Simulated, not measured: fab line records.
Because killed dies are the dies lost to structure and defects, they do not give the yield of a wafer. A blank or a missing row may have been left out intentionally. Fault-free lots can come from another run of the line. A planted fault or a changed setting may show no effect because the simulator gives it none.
fab line records -- flow gf180mcu
record lots=13, wafers=39, last_day=34
route steps=602 shown STI@16 MVSD@70 MVPSD@89 VT_IMPLANT@108
lots untouched by any fault: they come from a run of this same line in which no faults occurred
start_h: hours from the record's first day to the start of the lot's first wafer shown -- wait_h: hours from the lot's prior step to this one -- " as in the row above -- L1.1+2: a single row standing in for several wafers -- - no value present, or no start provided -- * or withheld: withheld -- < > ~ a bound
route shown NAME@n: NAME is a module with steps in the file, n the number in the route of the first one -- usual: mean and standard deviation over wafers with no fault -- same: alike in all rows -- chamber/n: place in a boat -- sites: per-site readings -- _std_site: how widely they spread, as a standard deviation -- _edge_site: outer sites' mean less inner sites' -- radius_mm: for every site, how far away it sits from the centre of the wafer -- mask NAME#n: copy n -- behind: tool/chamber where the wafer was last shaped -- hold: what put the lot on hold/how long, in hours/how the hold closed -- device: names the non-switching transistor (n, p or np) -- end of line: tests run on the same wafers once the route is complete -- a step with no rows: only its recipe -- killed: count of dies lost to structure and defects at first sort (not the wafer's yield) -- map: per-die view of a wafer (x killed, . not killed, _ where there is no die)
set.NAME: the run value of the setting; set.NAME@STEP: its run value at that earlier step -- model.NAME: the simulator's own value behind a step, which no gauge read
steps of the route over a sample of lots; a table a step, a row a wafer
services: a tool's chamber out of use, with start hour (start_h, from the record's first day; less than 0 if before it), hours out, and reason
## steps
# step GF_STI_STRIP_15
# recipe chemistry=O2/N2, power_w=1400, pressure_mtorr=1500, platen_temp_c=250, o2_flow_sccm=3000, n2_flow_sccm=300, overash_fraction=0.5
# usual drypump_motor_current_A=5.5/0.55, heater_power_w=350/63, oes_product_au=0.385/0.0047, platen_temp_c=250.01/0.19, strip_time_to_endpoint_s=3.75/0.045
lot.wafer,tool,chamber,start_h,wait_h,drypump_motor_current_A,heater_power_w,oes_product_au,platen_temp_c,rf_hours_counter_h,strip_time_to_endpoint_s
L816.3,plasma_asher-04,0,25.81,0.1,4.8,342,0.374,250.12,-,3.68
L816.4,plasma_asher-04,1,25.81,0.1,6.4,346,0.384,249.84,-,3.72
L816.6,plasma_asher-04,1,25.81,0.1,6.4,360,0.391,249.79,-,3.75
L818.1,plasma_asher-04,0,36.28,0.0,4.8,344,0.384,249.88,24,3.73
L818.5,plasma_asher-04,1,36.28,0.0,6.4,355,0.382,250.41,-,3.75
L818.6,plasma_asher-04,0,36.28,0.0,4.7,339,0.392,250.07,-,3.67
L821.3,plasma_asher-01,1,52.62,0.1,5.6,314,0.381,250.19,-,3.80
L821.4,plasma_asher-01,0,52.62,0.1,5.7,346,0.389,249.75,-,3.71
L821.6,plasma_asher-01,0,52.62,0.1,5.7,340,0.386,249.85,-,3.68
L822.1,plasma_asher-04,1,56.53,0.0,6.4,350,0.382,249.99,27,3.69
L822.4,plasma_asher-04,1,56.53,0.0,6.5,353,0.383,250.15,-,3.70
L822.5,plasma_asher-04,1,56.53,0.0,6.4,349,0.392,250.11,-,3.81
L823.3,plasma_asher-01,0,62.01,0.1,5.7,332,0.389,249.61,-,3.73
L823.4,plasma_asher-01,1,62.01,0.1,5.5,316,0.385,250.22,-,3.69
L823.5,plasma_asher-01,1,62.01,0.1,5.5,315,0.389,249.93,-,3.78
L831.3,plasma_asher-04,1,103.06,0.1,6.4,351,0.378,249.97,-,3.73
L831.4,plasma_asher-04,0,103.06,0.1,4.7,339,0.385,250.18,-,3.75
L831.6,plasma_asher-04,1,103.06,0.1,6.5,363,0.384,250.09,-,3.77
L832.1,plasma_asher-01,0,107.68,0.0,5.7,345,0.384,250.18,50,3.76
L832.2,plasma_asher-01,1,107.68,0.0,5.5,305,0.383,249.63,50,3.80
L832.5,plasma_asher-01,0,107.68,0.0,5.7,336,0.385,250.13,-,3.79
L833.2,plasma_asher-04,0,114.18,0.0,4.8,342,0.385,249.83,33,3.75
L833.3,plasma_asher-04,0,114.18,0.0,4.8,350,0.384,249.88,-,3.73
L833.6,plasma_asher-04,0,114.18,0.0,4.8,345,0.388,249.87,-,3.72
L834.1,plasma_asher-03,0,118.44,0.0,5.6,266,0.402,250.02,41,3.80
L834.5,plasma_asher-03,1,118.44,0.0,4.9,483,0.397,250.04,-,3.87
L834.6,plasma_asher-03,0,118.44,0.0,5.6,274,0.384,250.28,-,3.83
L836.1,plasma_asher-01,1,129.69,0.0,5.5,301,0.385,249.91,53,3.79
L836.2,plasma_asher-01,0,129.69,0.0,5.7,336,0.389,250.05,53,3.76
L836.6,plasma_asher-01,0,129.69,0.0,5.7,348,0.389,250.02,-,3.79
L837.1,plasma_asher-01,1,135.04,0.0,5.6,309,0.382,250.01,53,3.74
L837.2,plasma_asher-01,0,135.04,0.0,5.7,347,0.388,250.46,53,3.73
L837.3,plasma_asher-01,0,135.04,0.0,5.7,348,0.384,250.35,-,3.75
L838.2,plasma_asher-03,0,138.87,0.0,5.6,275,0.384,250.19,43,3.74
L838.3,plasma_asher-03,1,138.87,0.0,4.9,496,0.387,249.82,-,3.77
L838.6,plasma_asher-03,0,138.87,0.0,5.6,264,0.384,250.01,-,3.71
L839.1,plasma_asher-01,0,145.78,0.0,5.7,344,0.386,249.97,55,3.86
L839.3,plasma_asher-01,0,145.78,0.0,5.8,334,0.386,250.13,-,3.80
L839.5,plasma_asher-01,1,145.78,0.0,5.5,308,0.392,250.41,-,3.79
# step GF_STI_THK_MEAS_24
# recipe reads=SiO2_of_STI_CVD_23
# usual STI_CVD_23_THK=645/7
lot.wafer,tool,chamber,start_h,wait_h,STI_CVD_23_THK[nm]
L816.3,film_metro-04,-,27.53,0.1,651
L816.4,film_metro-04,-,27.53,0.1,646
L816.6,film_metro-04,-,27.53,0.1,653
L818.1,film_metro-02,-,38.00,0.0,646
L818.5,film_metro-02,-,38.00,0.0,645
L818.6,film_metro-02,-,38.00,0.0,645
L821.3,film_metro-01,-,55.57,0.1,643
L821.4,film_metro-01,-,55.57,0.1,640
L821.6,film_metro-01,-,55.57,0.1,646
L822.1,film_metro-02,-,59.57,0.0,647
L822.4,film_metro-02,-,59.57,0.0,642
L822.5,film_metro-02,-,59.57,0.0,638
L823.3,film_metro-04,-,63.71,0.1,656
L823.4,film_metro-04,-,63.71,0.1,658
L823.5,film_metro-04,-,63.71,0.1,666
L831.3,film_metro-02,-,104.76,0.1,636
L831.4,film_metro-02,-,104.76,0.1,640
L831.6,film_metro-02,-,104.76,0.1,639
L832.1,film_metro-02,-,109.59,0.0,637
L832.2,film_metro-02,-,109.59,0.0,642
L832.5,film_metro-02,-,109.59,0.0,646
L833.2,film_metro-01,-,115.92,0.1,641
L833.3,film_metro-01,-,115.92,0.1,652
L833.6,film_metro-01,-,115.92,0.1,645
L834.1,film_metro-01,-,120.16,0.0,650
L834.5,film_metro-01,-,120.16,0.0,636
L834.6,film_metro-01,-,120.16,0.0,654
L836.1,film_metro-04,-,131.72,0.0,649
L836.2,film_metro-04,-,131.72,0.0,649
L836.6,film_metro-04,-,131.72,0.0,652
L837.1,film_metro-02,-,137.07,0.0,654
L837.2,film_metro-02,-,137.07,0.0,634
L837.3,film_metro-02,-,137.07,0.0,656
L838.2,film_metro-01,-,140.61,0.0,641
L838.3,film_metro-01,-,140.61,0.0,645
L838.6,film_metro-01,-,140.61,0.0,656
L839.1,film_metro-02,-,149.31,0.0,638
L839.3,film_metro-02,-,149.31,0.0,650
L839.5,film_metro-02,-,149.31,0.0,648
# step GF_MVSD_EXPOSE_04
# recipe mask_id=MVSD, target_cd_nm=1000, na=0.6, source_shape=conventional, sigma_outer=0.6, dose_mj=260
# usual focus_offset_nm=-0.1/0.53
# same na=0.6
lot.wafer,tool,chamber,start_h,wait_h,mask,focus_offset_nm
L816.3,iline_stepper-02,0,76.27,-,MVSD#0,0.0
L816.4,iline_stepper-02,0,76.27,-,MVSD#0,0.1
L816.6,iline_stepper-02,0,76.27,-,MVSD#0,0.1
L818.1,iline_stepper-01,0,86.78,-,MVSD#0,-0.9
L818.5,iline_stepper-01,0,86.78,-,MVSD#0,0.5
L818.6,iline_stepper-01,0,86.78,-,MVSD#0,0.1
L821.3,iline_stepper-01,0,105.93,-,MVSD#0,-0.1
L821.4,iline_stepper-01,0,105.93,-,MVSD#0,0.5
L821.6,iline_stepper-01,0,105.93,-,MVSD#0,-0.1
L822.1,iline_stepper-02,0,110.88,-,MVPSD#0,0.1
L822.4,iline_stepper-02,0,110.88,-,MVPSD#0,-0.7
L822.5,iline_stepper-02,0,110.88,-,MVPSD#0,0.5
L823.3,iline_stepper-02,0,117.24,-,MVSD#0,-0.8
L823.4,iline_stepper-02,0,117.24,-,MVSD#0,-1.0
L823.5,iline_stepper-02,0,117.24,-,MVSD#0,-0.6
L831.3,iline_stepper-02,0,160.56,-,MVSD#0,0.2
L831.4,iline_stepper-02,0,160.56,-,MVSD#0,-0.2
L831.6,iline_stepper-02,0,160.56,-,MVSD#0,-0.5
L832.1,iline_stepper-01,0,165.64,-,MVSD#0,-0.2
L832.2,iline_stepper-01,0,165.64,-,MVSD#0,0.2
L832.5,iline_stepper-01,0,165.64,-,MVSD#0,0.0
L833.2,iline_stepper-01,0,173.13,-,MVSD#0,-0.1
L833.3,iline_stepper-01,0,173.13,-,MVSD#0,-0.4
L833.6,iline_stepper-01,0,173.13,-,MVSD#0,0.1
L834.1,iline_stepper-02,0,179.77,-,MVSD#0,0.1
L834.5,iline_stepper-02,0,179.77,-,MVSD#0,-0.4
L834.6,iline_stepper-02,0,179.77,-,MVSD#0,-0.4
L836.1,iline_stepper-02,0,191.57,-,MVSD#0,0.3
L836.2,iline_stepper-02,0,191.57,-,MVSD#0,1.4
L836.6,iline_stepper-02,0,191.57,-,MVSD#0,1.0
L837.1,iline_stepper-02,0,198.02,-,MVSD#0,-0.2
L837.2,iline_stepper-02,0,198.02,-,MVSD#0,-0.2
L837.3,iline_stepper-02,0,198.02,-,MVSD#0,0.6
L838.2,iline_stepper-01,0,200.41,-,MVSD#0,-0.4
L838.3,iline_stepper-01,0,200.41,-,MVSD#0,-1.2
L838.6,iline_stepper-01,0,200.41,-,MVSD#0,-0.8
L839.1,iline_stepper-01,0,211.82,-,MVSD#0,-0.3
L839.3,iline_stepper-01,0,211.82,-,MVSD#0,-0.8
L839.5,iline_stepper-01,0,211.82,-,MVSD#0,-0.2
# step GF_MVSD_OVL_MEAS_07
# usual MVSD_OVL=0.0/1.3
lot.wafer,tool,chamber,start_h,wait_h,MVSD_OVL[nm]
L816.3,overlay-02,-,82.98,-,-0.4
L816.4,overlay-02,-,82.98,-,0.6
L816.6,overlay-02,-,82.98,-,0.9
L818.1,overlay-01,-,93.92,-,-0.6
L818.5,overlay-01,-,93.92,-,0.1
L818.6,overlay-01,-,93.92,-,0.6
L821.3,overlay-01,-,113.03,-,1.2
L821.4,overlay-01,-,113.03,-,1.1
L821.6,overlay-01,-,113.03,-,0.0
L822.1,overlay-02,-,117.82,-,-
L822.4,overlay-02,-,117.82,-,-
L822.5,overlay-02,-,117.82,-,-
L823.3,overlay-02,-,124.28,-,-1.3
L823.4,overlay-02,-,124.28,-,-0.1
L823.5,overlay-02,-,124.28,-,-0.2
L831.3,overlay-01,-,167.77,-,0.1
L831.4,overlay-01,-,167.77,-,-1.8
L831.6,overlay-01,-,167.77,-,-1.7
L832.1,overlay-02,-,173.32,-,-3.4
L832.2,overlay-02,-,173.32,-,-2.6
L832.5,overlay-02,-,173.32,-,-0.9
L833.2,overlay-02,-,181.21,-,-2.0
L833.3,overlay-02,-,181.21,-,-1.5
L833.6,overlay-02,-,181.21,-,-1.9
L834.1,overlay-02,-,187.71,-,-0.4
L834.5,overlay-02,-,187.71,-,0.0
L834.6,overlay-02,-,187.71,-,0.8
L836.1,overlay-01,-,199.62,-,1.1
L836.2,overlay-01,-,199.62,-,-0.1
L836.6,overlay-01,-,199.62,-,1.0
L837.1,overlay-01,-,205.82,-,0.3
L837.2,overlay-01,-,205.82,-,-0.3
L837.3,overlay-01,-,205.82,-,1.1
L838.2,overlay-01,-,209.02,-,-1.7
L838.3,overlay-01,-,209.02,-,-0.4
L838.6,overlay-01,-,209.02,-,-1.0
L839.1,overlay-01,-,220.41,-,-0.7
L839.3,overlay-01,-,220.41,-,1.0
L839.5,overlay-01,-,220.41,-,0.0
# step GF_MVSD_TW_MEAS_11
# usual MVSD_TW=1568/12
lot.wafer,tool,chamber,start_h,wait_h,MVSD_TW
L816.3,film_metro-04,-,83.42,0.1,1566
L816.4,film_metro-04,-,83.42,0.1,1561
L816.6,film_metro-04,-,83.42,0.1,1562
L818.1,film_metro-01,-,94.35,0.1,1554
L818.5,film_metro-01,-,94.35,0.1,1558
L818.6,film_metro-01,-,94.35,0.1,1552
L821.3,film_metro-04,-,113.47,0.1,1569
L821.4,film_metro-04,-,113.47,0.1,1571
L821.6,film_metro-04,-,113.47,0.1,1574
L822.1,film_metro-01,-,118.25,0.1,30
L822.4,film_metro-01,-,118.25,0.1,29
L822.5,film_metro-01,-,118.25,0.1,29
L823.3,film_metro-01,-,124.72,0.1,1563
L823.4,film_metro-01,-,124.72,0.1,1560
L823.5,film_metro-01,-,124.72,0.1,1558
L831.3,film_metro-03,-,168.21,0.1,1579
L831.4,film_metro-03,-,168.21,0.1,1585
L831.6,film_metro-03,-,168.21,0.1,1581
L832.1,film_metro-01,-,173.75,0.1,1567
L832.2,film_metro-01,-,173.75,0.1,1554
L832.5,film_metro-01,-,173.75,0.1,1548
L833.2,film_metro-03,-,181.65,0.1,1584
L833.3,film_metro-03,-,181.65,0.1,1586
L833.6,film_metro-03,-,181.65,0.1,1589
L834.1,film_metro-03,-,188.14,0.1,1570
L834.5,film_metro-03,-,188.14,0.1,1583
L834.6,film_metro-03,-,188.14,0.1,1579
L836.1,film_metro-01,-,200.05,0.1,1568
L836.2,film_metro-01,-,200.05,0.1,1572
L836.6,film_metro-01,-,200.05,0.1,1562
L837.1,film_metro-01,-,206.25,0.1,1563
L837.2,film_metro-01,-,206.25,0.1,1568
L837.3,film_metro-01,-,206.25,0.1,1562
L838.2,film_metro-01,-,209.46,0.1,1565
L838.3,film_metro-01,-,209.46,0.1,1566
L838.6,film_metro-01,-,209.46,0.1,1569
L839.1,film_metro-01,-,220.84,0.1,1562
L839.3,film_metro-01,-,220.84,0.1,1568
L839.5,film_metro-01,-,220.84,0.1,1559
# step GF_MVPSD_TW_MEAS_11
# usual MVPSD_TW=550/4.1
lot.wafer,tool,chamber,start_h,wait_h,MVPSD_TW
L816.3,film_metro-04,-,97.17,0.1,550
L816.4,film_metro-04,-,97.17,0.1,547
L816.6,film_metro-04,-,97.17,0.1,550
L818.1,film_metro-04,-,108.29,0.1,551
L818.5,film_metro-04,-,108.29,0.1,551
L818.6,film_metro-04,-,108.29,0.1,553
L821.3,film_metro-03,-,128.26,0.1,555
L821.4,film_metro-03,-,128.26,0.1,548
L821.6,film_metro-03,-,128.26,0.1,553
L822.1,film_metro-01,-,132.54,0.1,1570
L822.4,film_metro-01,-,132.54,0.1,1570
L822.5,film_metro-01,-,132.54,0.1,1574
L823.3,film_metro-01,-,140.01,0.1,546
L823.4,film_metro-01,-,140.01,0.1,544
L823.5,film_metro-01,-,140.01,0.1,546
L831.3,film_metro-04,-,185.16,0.1,552
L831.4,film_metro-04,-,185.16,0.1,550
L831.6,film_metro-04,-,185.16,0.1,555
L832.1,film_metro-04,-,190.84,0.1,553
L832.2,film_metro-04,-,190.84,0.1,548
L832.5,film_metro-04,-,190.84,0.1,552
L833.2,film_metro-01,-,198.80,0.1,548
L833.3,film_metro-01,-,198.80,0.1,547
L833.6,film_metro-01,-,198.80,0.1,550
L834.1,film_metro-04,-,205.74,0.1,551
L834.5,film_metro-04,-,205.74,0.1,554
L834.6,film_metro-04,-,205.74,0.1,552
L836.1,film_metro-03,-,217.94,0.1,555
L836.2,film_metro-03,-,217.94,0.1,551
L836.6,film_metro-03,-,217.94,0.1,554
L837.1,film_metro-01,-,224.09,0.1,545
L837.2,film_metro-01,-,224.09,0.1,547
L837.3,film_metro-01,-,224.09,0.1,546
L838.2,film_metro-01,-,227.64,0.1,551
L838.3,film_metro-01,-,227.64,0.1,546
L838.6,film_metro-01,-,227.64,0.1,545
L839.1,film_metro-04,-,238.78,0.1,551
L839.3,film_metro-04,-,238.78,0.1,552
L839.5,film_metro-04,-,238.78,0.1,550
# step GF_VT_IMPLANT_OVL_MEAS_18
# usual VT_IMPLANT_01_OVL=-0.6/1.2
lot.wafer,tool,chamber,start_h,wait_h,VT_IMPLANT_01_OVL[nm]
L816.3,overlay-02,-,126.58,0.1,1.1
L816.4,overlay-02,-,126.58,0.1,1.1
L816.6,overlay-02,-,126.58,0.1,-1.6
L818.1,overlay-02,-,137.71,0.1,-0.8
L818.5,overlay-02,-,137.71,0.1,-1.4
L818.6,overlay-02,-,137.71,0.1,-2.2
L821.3,overlay-02,-,159.41,0.1,-1.2
L821.4,overlay-02,-,159.41,0.1,-2.6
L821.6,overlay-02,-,159.41,0.1,-1.3
L822.1,overlay-02,-,163.95,0.1,0.4
L822.4,overlay-02,-,163.95,0.1,0.0
L822.5,overlay-02,-,163.95,0.1,-0.4
L823.3,overlay-01,-,171.73,0.1,-0.6
L823.4,overlay-01,-,171.73,0.1,0.2
L823.5,overlay-01,-,171.73,0.1,-0.9
L831.3,overlay-02,-,219.63,0.1,-0.6
L831.4,overlay-02,-,219.63,0.1,-2.5
L831.6,overlay-02,-,219.63,0.1,-1.1
L832.1,overlay-02,-,225.30,0.1,1.5
L832.2,overlay-02,-,225.30,0.1,-0.2
L832.5,overlay-02,-,225.30,0.1,-0.5
L833.2,overlay-01,-,233.96,0.1,0.2
L833.3,overlay-01,-,233.96,0.1,-1.4
L833.6,overlay-01,-,233.96,0.1,-0.2
L834.1,overlay-01,-,242.17,0.1,-0.8
L834.5,overlay-01,-,242.17,0.1,-1.9
L834.6,overlay-01,-,242.17,0.1,-1.4
L836.1,overlay-02,-,254.01,0.1,0.5
L836.2,overlay-02,-,254.01,0.1,-0.2
L836.6,overlay-02,-,254.01,0.1,-0.6
L837.1,overlay-01,-,260.86,0.1,1.4
L837.2,overlay-01,-,260.86,0.1,1.0
L837.3,overlay-01,-,260.86,0.1,1.7
L838.2,overlay-01,-,264.47,0.1,-0.8
L838.3,overlay-01,-,264.47,0.1,-1.5
L838.6,overlay-01,-,264.47,0.1,-0.4
L839.1,overlay-01,-,276.81,0.1,-2.4
L839.3,overlay-01,-,276.81,0.1,-2.7
L839.5,overlay-01,-,276.81,0.1,-2.6
## services
tool,chamber,start_h,hours,kind
plasma_asher-03,-,39.52,14.6,pm
plasma_asher-03,-,72.07,1.9,repair
plasma_asher-04,-,141.68,6.3,repair
iline_stepper-01,-,187.05,1.7,pm
iline_stepper-02,-,211.64,1.7,pm
## key
first_sign step=GF_MVSD_EXPOSE_04, reading=mask, direction=changed
effect step=GF_MVSD_OVL_MEAS_07, reading=MVSD_OVL, direction=missing
effect step=GF_MVSD_TW_MEAS_11, reading=MVSD_TW, direction=down, sigmas=99+, usual=1568, struck=29
effect step=GF_MVPSD_TW_MEAS_11, reading=MVPSD_TW, direction=up, sigmas=99+, usual=550, struck=1572
met_at GF_MVSD_EXPOSE_04
struck_lots L822
sort_left_out L822.1,L822.4,L822.5
tester_left_out L822
not_acting_at GF_STI_STRIP_15,GF_STI_THK_MEAS_24,GF_VT_IMPLANT_OVL_MEAS_18
onset_between 76.27 110.88
fault kind=wrong_mask, tool=any, chamber=-, onset_h=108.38, steps=GF_MVSD_EXPOSE_04, aux_copy=MVPSD#0, scope=struck_lots_only
# tester_left_out: of these lots the tester's yield and bins aren't shown, on N5 and GAA mostly nor the transistor test; their killed dies are dies lost to structure and defects alone, not to doping, threshold or leakage, so they don't give the yield
# sort_left_out: the simulated sort isn't trusted on such a fault, so these wafers' sort isn't shown, and their yield isn't known
